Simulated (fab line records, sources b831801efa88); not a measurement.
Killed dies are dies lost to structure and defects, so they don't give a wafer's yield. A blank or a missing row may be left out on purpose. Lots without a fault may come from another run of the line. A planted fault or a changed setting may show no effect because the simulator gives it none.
A struck lot beside a sound one | flow sky130 | 17 steps out of a route of 708
Sound: wafers L288.1, L288.2, L288.6. Struck: wafers L298.1, L298.3, L298.5. The cause comes at the end.
At each step with rows: each side's tool, then ch and its chambers, then its first start. Under that, the readings that differ: sound wafers | struck wafers | difference of the means | sigmas: that difference in standard deviations of wafers without a fault.
alike: readings whose means differ by less than 2 such deviations, and words and numbers that are the same on both sides. not compared: withheld readings, readings that some wafer has no value for, bounds like >300 that may hide the same value, and numbers for which the record gives no deviation and whose values overlap.
The two part at a step that has a row with sigmas, a row that says differs or no value, or rows on one side only. Numbers that don't overlap but have no deviation are shown without sigmas and don't part them. A reading that every wafer of one side lacks parts them only if that side has two wafers or more.

SKY_LDD_P_OVL_MEAS_08:
  sound on overlay-02, day 21 13:55; struck on overlay-02, day 25 05:25
  alike: LDD_P_OVL
then, 1 step without rows for these wafers: SKY_LDD_P_IMPLANT_09.
SKY_LDD_P_STRIP_10: strips in O2/N2.
  sound on plasma_asher-01 ch 0,1, day 21 14:07; struck on plasma_asher-04 ch 0,1, day 25 05:37
  alike: drypump_motor_current_A, oes_product_au, strip_time_to_endpoint_s
  not compared: rf_hours_counter_h
SKY_LDD_P_TW_MEAS_11:
  sound on film_metro-04, day 21 14:13; struck on film_metro-02, day 25 05:43
  reading  | sound       | struck      | difference | sigmas
  LDD_P_TW | 643 640 644 | 629 629 626 | -14        | -2
then, 7 steps without rows for these wafers: SKY_LDD_HVN_DEHYDRATE_00 (time 60 s); SKY_LDD_HVN_HMDS_01 (prime time 60 s); SKY_LDD_HVN_COAT_02 (resist thk 300 nm); SKY_LDD_HVN_SOFTBAKE_03 (time 60 s); SKY_LDD_HVN_EXPOSE_04 (exposes mask HVNTM, target cd 700 nm); SKY_LDD_HVN_PEB_05; SKY_LDD_HVN_DEVELOP_06 (develop time 60 s).
SKY_LDD_HVN_OVL_MEAS_07:
  sound on overlay-01, day 22 20:38; struck on overlay-02, day 26 09:55
  alike: LDD_HVN_OVL
SKY_LDD_HVN_IMPLANT_08:
  sound on implanter-02 ch 0, day 22 20:40; struck on implanter-02 ch 0, day 26 09:57
  reading            | sound                         | struck                        | difference | sigmas
  dose_ions_cm2      | 2.992e+13 2.995e+13 2.993e+13 | 1.811e+13 1.805e+13 1.806e+13 | -1.186e+13 | -99 or more
  faraday_current_uA | 176 169 168                   | 102 100 102                   | -70        | -18
SKY_LDD_HVN_STRIP_09: strips in O2/N2.
  sound on plasma_asher-02 ch 0,1, day 22 20:49; struck on plasma_asher-03 ch 0,1, day 26 10:06
  alike: drypump_motor_current_A, oes_product_au, strip_time_to_endpoint_s
  not compared: rf_hours_counter_h
SKY_LDD_HVN_TW_MEAS_10:
  sound on film_metro-01, day 22 20:55; struck on film_metro-01, day 26 10:14
  reading    | sound          | struck         | difference | sigmas
  LDD_HVN_TW | 1458 1465 1452 | 1246 1250 1243 | -212       | -27
then, 1 step without rows for these wafers: SKY_LDD_HVP_DEHYDRATE_00 (time 60 s).
-- the record jumps here: 23 days lie between the struck wafers' starts before and after (it left off in module LDD_HVP and takes up again in module PAD_OPEN, whose first step shown is number 708 of the route) --
SKY_PAD_OPEN_PROBE_99:
  sound on prober-02, day 47 12:52; struck on prober-01, day 49 17:34
  reading                                 | sound                | struck               | difference | sigmas
  model.etest.tip_n_5v.rs_ohm_sq          | 1408 1403 1414       | 2054 2042 2063       | +645       |
  model.etest.nfet_g5v0d10v5.r_on_ohm_um  | 1893 1902 1906       | 1966 1992 1988       | +82        |
  model.etest.nfet_g5v0d10v5.drive_ua_um  | 604 600.4 604.5      | 578.7 586.1 576.9    | -22.4      |
  model.etest.tip_n_5v.rs_ohm_sq_range    | 24.37 33.52 27.09    | 56.37 67.45 51.49    | +30.11     |
  model.etest.nfet_05v0_nvt.drive_ua_um   | 575.9 576.4 573.5    | 559.5 554.1 557      | -18.4      |
  model.etest.ring_5v.delay_ps            | 44.7 45.07 44.46     | 45.85 45.45 45.53    | +0.87      |
  model.etest.nfet_g5v0d10v5.vt_sat_v (V) | 0.7571 0.759 0.7411  | 0.7998 0.7785 0.8032 | +0.0414    |
  model.etest.nfet_g5v0d10v5.vt_v (V)     | 0.8173 0.8143 0.8013 | 0.8443 0.8213 0.843  | +0.0252    |
  alike: killed_at_M0_to_M3, killed_at_M4_up, killed_at_contacts, killed_at_front_end, killed_at_other, killed_dies, killed_open, killed_short

WHERE THEY PART
First at SKY_LDD_P_TW_MEAS_11; last, within this record, at SKY_LDD_HVN_TW_MEAS_10. Later steps at which nothing parts them and some readings are alike: SKY_PAD_OPEN_PROBE_99.

WHY: what the simulator had put in
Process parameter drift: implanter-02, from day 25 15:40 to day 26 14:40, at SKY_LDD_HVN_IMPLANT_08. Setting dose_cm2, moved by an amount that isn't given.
